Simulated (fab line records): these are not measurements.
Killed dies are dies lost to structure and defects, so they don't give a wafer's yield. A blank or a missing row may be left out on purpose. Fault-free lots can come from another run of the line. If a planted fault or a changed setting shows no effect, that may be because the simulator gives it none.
The tool behind it: which one? | flow gf180mcu | 48 wafers from 16 lots sampled at 3 of the route's 602 steps

WHAT EACH GAUGE READ, for each wafer
GF_PSD_TW_MEAS_11.
lot  | measured     | on            | PSD_TW
L839 | day 13 22:06 | film_metro-04 | 3206 3206 3215
L841 | day 15 17:49 | film_metro-04 | 3232 3213 3242
L842 | day 15 23:27 | film_metro-04 | 3249 3230 3236
L844 | day 16 00:31 | film_metro-03 | 3238 3205 3219
L843 | day 16 02:25 | film_metro-02 | 3171 3163 3169
L845 | day 16 08:28 | film_metro-03 | 3227 3230 3224
L846 | day 16 21:38 | film_metro-03 | 3223 3241 3239
L847 | day 17 02:37 | film_metro-03 | 3225 3227 3230
L848 | day 17 15:55 | film_metro-04 | 3248 3250 3263
L849 | day 18 03:25 | film_metro-02 | 3196 3187 3190
L850 | day 18 08:58 | film_metro-02 | 3201 3198 3212
L851 | day 18 12:23 | film_metro-02 | 3190 3194 3214
L852 | day 18 22:28 | film_metro-02 | 3712 3677 3695
L853 | day 19 14:34 | film_metro-02 | 3685 3680 3669
L854 | day 19 16:40 | film_metro-04 | 3758 3780 3764
L855 | day 20 04:08 | film_metro-03 | 3735 3743 3689

GF_PSD_RS_MEAS_15: the measuring method here is four-point-probe.
lot  | measured     | on            | PSD_RS (ohm/sq)
L839 | day 13 22:25 | film_metro-02 | 108.40 108.33 108.22
L841 | day 15 18:08 | film_metro-02 | 108.61 108.47 108.41
L842 | day 15 23:46 | film_metro-02 | 108.91 108.64 108.55
L844 | day 16 00:49 | film_metro-04 | 108.03 107.74 108.16
L843 | day 16 02:44 | film_metro-04 | 108.58 108.94 108.90
L845 | day 16 08:47 | film_metro-02 | 108.75 108.42 108.43
L846 | day 16 21:58 | film_metro-02 | 108.70 108.58 108.45
L847 | day 17 02:56 | film_metro-02 | 108.52 108.43 108.74
L848 | day 17 16:13 | film_metro-03 | 108.41 108.11 108.50
L849 | day 18 03:49 | film_metro-02 | 108.24 108.83 108.52
L850 | day 18 09:17 | film_metro-03 | 108.36 108.81 108.61
L851 | day 18 12:43 | film_metro-04 | 108.59 108.40 108.23
L852 | day 18 22:48 | film_metro-04 | 52.12 52.22 52.18
L853 | day 19 14:53 | film_metro-03 | 52.22 52.35 52.39
L854 | day 19 17:00 | film_metro-03 | 52.38 52.28 52.25
L855 | day 20 04:27 | film_metro-02 | 52.26 52.20 52.14

WHICH TOOL RAN EACH LOT (tool, then ch and the chambers of the sampled wafers, then the start)
lot  | GF_PSD_IMPLANT_09
L839 | implanter-04 ch 0, day 13 21:52
L841 | implanter-03 ch 0, day 15 17:35
L842 | implanter-02 ch 0, day 15 23:12
L844 | implanter-02 ch 0, day 16 00:16
L843 | implanter-02 ch 0, day 16 02:10
L845 | implanter-02 ch 0, day 16 08:13
L846 | implanter-02 ch 0, day 16 21:25
L847 | implanter-03 ch 0, day 17 02:22
L848 | implanter-03 ch 0, day 17 15:40
L849 | implanter-04 ch 0, day 18 03:10
L850 | implanter-03 ch 0, day 18 08:43
L851 | implanter-04 ch 0, day 18 12:10
L852 | implanter-02 ch 0, day 18 22:14
L853 | implanter-02 ch 0, day 19 14:19
L854 | implanter-04 ch 0, day 19 16:26
L855 | implanter-03 ch 0, day 20 03:53
- GF_PSD_IMPLANT_09

WHAT THE TOOLS THEMSELVES READ (means of the sampled wafers that have a number; where no wafer has one, the mark that the record gives instead)
The record holds no such reading with a usual standard deviation.

THE ANSWER, worked out from the rows above alone
Rule: usual is defined by the lots themselves. The widest of any qualifying gaps counts: lots, ordered by their means at a reading, are off when they make up no more than a third of the lots, leave a main group of 4 or more, and stand apart from it by 3 or more times the standard deviation of that group's means. A main group whose means are all the same, to the digits that the tables above print for the reading, isn't used. Also off: a lot with no number at a reading for which 4 or more lots have one. The other lots that the step has rows for count as sound. Order of review: gauges by route order, followed by the tools' own readings, for which a lot's mean as printed above is used. At the first step where some lot is off, the reading lying furthest off is the one used; lots without a number count as furthest.
Off: L852, L853, L854, L855, seen at GF_PSD_TW_MEAS_11 (PSD_TW). The main group has a mean of 3217 with a standard deviation of 23.
A tool fits if, at a process step before that reading, it ran every lot that is off, and no sound lot after the first of them. The gauges at GF_PSD_TW_MEAS_11 are tried like those tools. Of those tried, none fits.

WHAT WAS PUT IN BY THE SIMULATOR
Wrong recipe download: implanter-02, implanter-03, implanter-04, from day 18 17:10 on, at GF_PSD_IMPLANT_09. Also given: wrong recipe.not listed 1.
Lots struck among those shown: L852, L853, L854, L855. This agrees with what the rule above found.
